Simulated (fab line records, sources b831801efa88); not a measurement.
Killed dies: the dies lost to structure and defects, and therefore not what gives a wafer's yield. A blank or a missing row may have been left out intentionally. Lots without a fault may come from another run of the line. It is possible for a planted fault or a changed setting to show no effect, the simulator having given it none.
Which of the tools did it? :: flow gf180mcu :: 12 lots with 36 wafers sampled at 5 steps, on a route of 602 steps

## WHAT THE GAUGES SHOWED, per wafer
GF_M3_OVL_MEAS_15.
lot: L300
measured: day 22 10:48
on: overlay-01
M3_OVL (nm): 8 -2 2

lot: L303
measured: day 23 14:56
on: overlay-02
M3_OVL (nm): -7 -9 -14

lot: L304
measured: day 24 02:02
on: overlay-01
M3_OVL (nm): -4 -6 -9

lot: L306
measured: day 24 09:47
on: overlay-02
M3_OVL (nm): -4 -2 -1

lot: L308
measured: day 24 23:50
on: overlay-01
M3_OVL (nm): -5 4 -5

lot: L309
measured: day 25 11:35
on: overlay-01
M3_OVL (nm): -9 -11 -19

lot: L311
measured: day 26 03:17
on: overlay-01
M3_OVL (nm): -2 -3 -2

lot: L312
measured: day 26 04:36
on: overlay-02
M3_OVL (nm): -1 -8 -4

lot: L319
measured: day 28 01:50
on: overlay-01
M3_OVL (nm): -9 -10 -7

lot: L321
measured: day 28 17:07
on: overlay-01
M3_OVL (nm): 4 -9 2

lot: L322
measured: day 29 00:35
on: overlay-02
M3_OVL (nm): -5 -2 0

lot: L323
measured: day 29 10:23
on: overlay-02
M3_OVL (nm): -10 -10 -5

GF_V3_RS_MEAS_24: measurement is done with a four-point probe.
lot: L300
measured: day 23 12:50
on: film_metro-03
V3_W_RS (ohm/sq): 0.328 0.331 0.328

lot: L303
measured: day 24 15:34
on: film_metro-03
V3_W_RS (ohm/sq): 0.332 0.331 0.331

lot: L304
measured: day 25 00:58
on: film_metro-02
V3_W_RS (ohm/sq): 0.324 0.336 0.337

lot: L306
measured: day 25 07:04
on: film_metro-02
V3_W_RS (ohm/sq): 0.317 0.332 0.329

lot: L308
measured: day 25 23:11
on: film_metro-02
V3_W_RS (ohm/sq): 0.328 0.330 0.325

lot: L309
measured: day 26 11:31
on: film_metro-02
V3_W_RS (ohm/sq): 0.331 0.327 0.334

lot: L311
measured: day 27 03:19
on: film_metro-02
V3_W_RS (ohm/sq): 0.318 0.337 0.320

lot: L312
measured: day 27 03:42
on: film_metro-01
V3_W_RS (ohm/sq): 0.328 0.326 0.329

lot: L319
measured: day 28 23:39
on: film_metro-03
V3_W_RS (ohm/sq): 0.330 0.331 0.328

lot: L321
measured: day 29 15:50
on: film_metro-03
V3_W_RS (ohm/sq): 0.328 0.328 0.333

lot: L322
measured: day 29 21:46
on: film_metro-03
V3_W_RS (ohm/sq): 0.332 0.331 0.327

lot: L323
measured: day 30 07:53
on: film_metro-02
V3_W_RS (ohm/sq): 0.330 0.333 0.316

## WHICH TOOL RAN EACH LOT (tool, then ch and the chambers of the sampled wafers, then the start)
lot: L300
GF_M3_STRIP_17: plasma_asher-03 ch 0,1, day 22 10:56
GF_V3_CMP_04: cmp-01 ch 0,1,3, day 22 11:47
GF_V3_ETCH_17: rie_diel-01 ch 0,1,3, day 23 12:50 or earlier

lot: L303
GF_M3_STRIP_17: plasma_asher-04 ch 0,1, day 23 15:05
GF_V3_CMP_04: cmp-02 ch 0,1,2, day 23 15:53
GF_V3_ETCH_17: rie_diel-01 ch 0,2,3, day 24 15:34 or earlier

lot: L304
GF_M3_STRIP_17: plasma_asher-04 ch 0,1, day 24 02:11
GF_V3_CMP_04: cmp-02 ch 0,1,3, day 24 03:02
GF_V3_ETCH_17: rie_diel-01 ch 0,3, day 25 00:58 or earlier

lot: L306
GF_M3_STRIP_17: plasma_asher-03 ch 0,1, day 24 09:56
GF_V3_CMP_04: cmp-02 ch 0,1,2, day 24 10:47
GF_V3_ETCH_17: rie_diel-03 ch 0,1,3, day 25 07:04 or earlier

lot: L308
GF_M3_STRIP_17: plasma_asher-02 ch 0,1, day 24 23:58
GF_V3_CMP_04: cmp-02 ch 0,3, day 25 00:48
GF_V3_ETCH_17: rie_diel-01 ch 1,2,3, day 25 23:11 or earlier

lot: L309
GF_M3_STRIP_17: plasma_asher-03 ch 0, day 25 11:44
GF_V3_CMP_04: cmp-02 ch 1,2, day 25 12:35
GF_V3_ETCH_17: rie_diel-01 ch 1,3, day 26 11:31 or earlier

lot: L311
GF_M3_STRIP_17: plasma_asher-04 ch 0,1, day 26 03:25
GF_V3_CMP_04: cmp-02 ch 0,1,2, day 26 04:37
GF_V3_ETCH_17: rie_diel-01 ch 0,3, day 27 03:19 or earlier

lot: L312
GF_M3_STRIP_17: plasma_asher-02 ch 0,1, day 26 04:51
GF_V3_CMP_04: cmp-01 ch 1,3, day 26 05:48
GF_V3_ETCH_17: rie_diel-04 ch 0,2, day 27 03:42 or earlier

lot: L319
GF_M3_STRIP_17: plasma_asher-02 ch 0,1, day 28 01:59
GF_V3_CMP_04: cmp-02 ch 0,1,2, day 28 02:47
GF_V3_ETCH_17: rie_diel-04 ch 0,1,3, day 28 23:39 or earlier

lot: L321
GF_M3_STRIP_17: plasma_asher-02 ch 0,1, day 28 17:16
GF_V3_CMP_04: cmp-02 ch 1,3, day 28 18:06
GF_V3_ETCH_17: rie_diel-01 ch 1,2,3, day 29 15:50 or earlier

lot: L322
GF_M3_STRIP_17: plasma_asher-03 ch 0, day 29 00:44
GF_V3_CMP_04: cmp-01 ch 0,1, day 29 01:34
GF_V3_ETCH_17: rie_diel-04 ch 2,3, day 29 21:46 or earlier

lot: L323
GF_M3_STRIP_17: plasma_asher-04 ch 0,1, day 29 10:33
GF_V3_CMP_04: cmp-01 ch 2,3, day 29 11:22
GF_V3_ETCH_17: rie_diel-01 ch 0,1,3, day 30 07:53 or earlier
- GF_M3_STRIP_17: strips in O2/N2.
- GF_V3_CMP_04: polishes SiO2.
- GF_V3_ETCH_17: etches SiO2 in C4F8/O2/Ar, stops on TiN, target depth 635 nm.

## WHAT THE TOOLS THEMSELVES READ (means of the sampled wafers that have a number; where no wafer has one, the mark that the record gives instead)
GF_M3_STRIP_17.
lot: L300
tool: plasma_asher-03
drypump_motor_current_A (A): 5.5
heater_power_w (W): 316
oes_product_au (a.u.): 0.556
strip_time_to_endpoint_s (s): 7.88

lot: L303
tool: plasma_asher-04
drypump_motor_current_A (A): 6.5
heater_power_w (W): 327
oes_product_au (a.u.): 0.560
strip_time_to_endpoint_s (s): 7.89

lot: L304
tool: plasma_asher-04
drypump_motor_current_A (A): 6.3
heater_power_w (W): 344
oes_product_au (a.u.): 0.554
strip_time_to_endpoint_s (s): 7.85

lot: L306
tool: plasma_asher-03
drypump_motor_current_A (A): 5.9
heater_power_w (W): 325
oes_product_au (a.u.): 0.554
strip_time_to_endpoint_s (s): 7.87

lot: L308
tool: plasma_asher-02
drypump_motor_current_A (A): 5.5
heater_power_w (W): 332
oes_product_au (a.u.): 0.558
strip_time_to_endpoint_s (s): 7.88

lot: L309
tool: plasma_asher-03
drypump_motor_current_A (A): 6.2
heater_power_w (W): 334
oes_product_au (a.u.): 0.561
strip_time_to_endpoint_s (s): 7.86

lot: L311
tool: plasma_asher-04
drypump_motor_current_A (A): 6.3
heater_power_w (W): 348
oes_product_au (a.u.): 0.555
strip_time_to_endpoint_s (s): 7.87

lot: L312
tool: plasma_asher-02
drypump_motor_current_A (A): 5.3
heater_power_w (W): 337
oes_product_au (a.u.): 0.559
strip_time_to_endpoint_s (s): 7.90

lot: L319
tool: plasma_asher-02
drypump_motor_current_A (A): 5.5
heater_power_w (W): 331
oes_product_au (a.u.): 0.557
strip_time_to_endpoint_s (s): 7.82

lot: L321
tool: plasma_asher-02
drypump_motor_current_A (A): 5.5
heater_power_w (W): 332
oes_product_au (a.u.): 0.555
strip_time_to_endpoint_s (s): 7.83

lot: L322
tool: plasma_asher-03
drypump_motor_current_A (A): 6.2
heater_power_w (W): 330
oes_product_au (a.u.): 0.560
strip_time_to_endpoint_s (s): 7.84

lot: L323
tool: plasma_asher-04
drypump_motor_current_A (A): 6.5
heater_power_w (W): 336
oes_product_au (a.u.): 0.556
strip_time_to_endpoint_s (s): 7.94

GF_V3_CMP_04.
lot: L300
tool: cmp-01
motor_current_A (A): 12.0
time_to_endpoint_s (s): 73

lot: L303
tool: cmp-02
motor_current_A (A): 12.8
time_to_endpoint_s (s): 81

lot: L304
tool: cmp-02
motor_current_A (A): 12.3
time_to_endpoint_s (s): 85

lot: L306
tool: cmp-02
motor_current_A (A): 12.9
time_to_endpoint_s (s): 87

lot: L308
tool: cmp-02
motor_current_A (A): 12.6
time_to_endpoint_s (s): 88

lot: L309
tool: cmp-02
motor_current_A (A): 12.7
time_to_endpoint_s (s): 78

lot: L311
tool: cmp-02
motor_current_A (A): 12.6
time_to_endpoint_s (s): 77

lot: L312
tool: cmp-01
motor_current_A (A): 12.4
time_to_endpoint_s (s): 67

lot: L319
tool: cmp-02
motor_current_A (A): 12.5
time_to_endpoint_s (s): 88

lot: L321
tool: cmp-02
motor_current_A (A): 12.0
time_to_endpoint_s (s): 89

lot: L322
tool: cmp-01
motor_current_A (A): 12.6
time_to_endpoint_s (s): 72

lot: L323
tool: cmp-01
motor_current_A (A): 11.9
time_to_endpoint_s (s): 73

GF_V3_ETCH_17.
lot: L300
tool: rie_diel-01
oes_product_au (a.u.): 0.857

lot: L303
tool: rie_diel-01
oes_product_au (a.u.): 0.857

lot: L304
tool: rie_diel-01
oes_product_au (a.u.): 0.854

lot: L306
tool: rie_diel-03
oes_product_au (a.u.): 0.853

lot: L308
tool: rie_diel-01
oes_product_au (a.u.): 0.855

lot: L309
tool: rie_diel-01
oes_product_au (a.u.): 0.854

lot: L311
tool: rie_diel-01
oes_product_au (a.u.): 0.856

lot: L312
tool: rie_diel-04
oes_product_au (a.u.): 0.851

lot: L319
tool: rie_diel-04
oes_product_au (a.u.): 0.825

lot: L321
tool: rie_diel-01
oes_product_au (a.u.): 0.826

lot: L322
tool: rie_diel-04
oes_product_au (a.u.): 0.854

lot: L323
tool: rie_diel-01
oes_product_au (a.u.): 0.856

## THE ANSWER, worked out from the rows above alone
Rule: what is usual is taken from the lots themselves. The widest of any qualifying gaps counts: lots, ordered by their means at a reading, are off when they make up no more than a third of the lots, leave a main group of 4 or more, and stand apart from it by 3 or more times the standard deviation of that group's means. The tables above print the reading to a certain number of digits; a main group whose means all agree to those digits is not used. Also off: a lot with no number at a reading for which 4 or more lots have one. Any other lot the step has rows for is counted as sound. After the gauges, taken in route order, come the tools' own readings; for these a lot's mean is taken, as printed above. At the first step where some lot is off, the reading lying furthest off is the one used; lots without a number count as furthest.
Off: L319, L321 (GF_V3_ETCH_17, oes_product_au). The main group has a mean of 0.855 a.u. with a standard deviation of 0.0018.
If a tool, at that step or one of the process steps before it, ran each lot that is off and ran no sound lot following the first of them, it fits. GF_V3_ETCH_17 gives no start for some lots, so the hours and the order of its lots are those of GF_V3_RS_MEAS_24. Undecided on this evidence; 2 tools fit (plasma_asher-02 at GF_M3_STRIP_17, cmp-02 at GF_V3_CMP_04).

## WHAT THE SIMULATOR PUT IN
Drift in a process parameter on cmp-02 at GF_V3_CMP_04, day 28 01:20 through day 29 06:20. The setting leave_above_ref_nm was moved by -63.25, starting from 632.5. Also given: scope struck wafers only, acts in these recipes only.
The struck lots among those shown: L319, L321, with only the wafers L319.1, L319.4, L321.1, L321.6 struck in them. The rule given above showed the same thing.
